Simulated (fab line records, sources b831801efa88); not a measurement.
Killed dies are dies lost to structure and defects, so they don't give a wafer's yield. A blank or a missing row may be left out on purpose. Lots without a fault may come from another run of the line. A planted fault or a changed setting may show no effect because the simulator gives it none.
A struck lot beside a sound one | flow sky130 | 15 steps out of a route of 708
Sound: wafers L228.1, L228.5, L228.6. Struck: wafers L231.1, L231.5, L231.6. The cause comes at the end.
At each step with rows: each side's tool, then ch and its chambers, then its first start. Under that, the readings that differ: sound wafers | struck wafers | difference of the means | sigmas: that difference in standard deviations of wafers without a fault.
alike: readings whose means differ by less than 2 such deviations, and words and numbers that are the same on both sides. not compared: withheld readings, readings that some wafer has no value for, bounds like >300 that may hide the same value, and numbers for which the record gives no deviation and whose values overlap.
The two part at a step that has a row with sigmas, a row that says differs or no value, or rows on one side only. Numbers that don't overlap but have no deviation are shown without sigmas and don't part them. A reading that every wafer of one side lacks parts them only if that side has two wafers or more.

first, 7 steps without rows for these wafers: SKY_LDD_N_DEHYDRATE_00 (time 60 s); SKY_LDD_N_HMDS_01 (prime time 60 s); SKY_LDD_N_COAT_02 (resist thk 300 nm); SKY_LDD_N_SOFTBAKE_03 (time 60 s); SKY_LDD_N_EXPOSE_04 (exposes mask NTM, target cd 840 nm); SKY_LDD_N_PEB_05; SKY_LDD_N_DEVELOP_06 (develop time 60 s).
SKY_LDD_N_OVL_MEAS_07:
  sound on overlay-01, day 22 11:49; struck on overlay-01, day 23 09:58
  alike: LDD_N_OVL
then, 4 steps without rows for these wafers: SKY_LDD_N_IMPLANT_08; SKY_LDD_N_IMPLANT_09; SKY_LDD_N_IMPLANT_10; SKY_LDD_N_IMPLANT_11.
SKY_LDD_N_IMPLANT_12:
  sound on implanter-04 ch 0, day 22 12:26; struck on implanter-04 ch 0, day 23 10:36
  reading                   | sound                | struck               | difference | sigmas
  beam_energy_keV           | 50.010 50.033 50.000 | 48.189 48.165 48.188 | -1.834     | -99 or more
  model.implant.rp_nm (nm)  | 30.76 30.76 30.76    | 31.96 31.96 31.96    | +1.20      |
  model.implant.drp_nm (nm) | 18.83 18.83 18.83    | 18.34 18.34 18.34    | -0.49      |
  alike: beam_on_s
then, 1 step without rows for these wafers: SKY_LDD_N_IMPLANT_13.
-- the record jumps here: 27 days lie between the struck wafers' starts before and after (it left off in module LDD_N and takes up again in module PAD_OPEN, whose first step shown is number 708 of the route) --
SKY_PAD_OPEN_PROBE_99:
  sound on prober-01, day 50 04:53; struck on prober-02, day 50 11:23
  alike: killed_at_M0_to_M3, killed_at_M4_up, killed_at_contacts, killed_at_front_end, killed_at_other, killed_dies, killed_open, killed_short

WHERE THEY PART
Only at SKY_LDD_N_IMPLANT_12, within this record. Later steps at which nothing parts them and some readings are alike: SKY_PAD_OPEN_PROBE_99.

WHY: what the simulator had put in
Process parameter drift: implanter-04, from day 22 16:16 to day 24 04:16, at SKY_LDD_N_IMPLANT_12. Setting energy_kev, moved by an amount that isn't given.
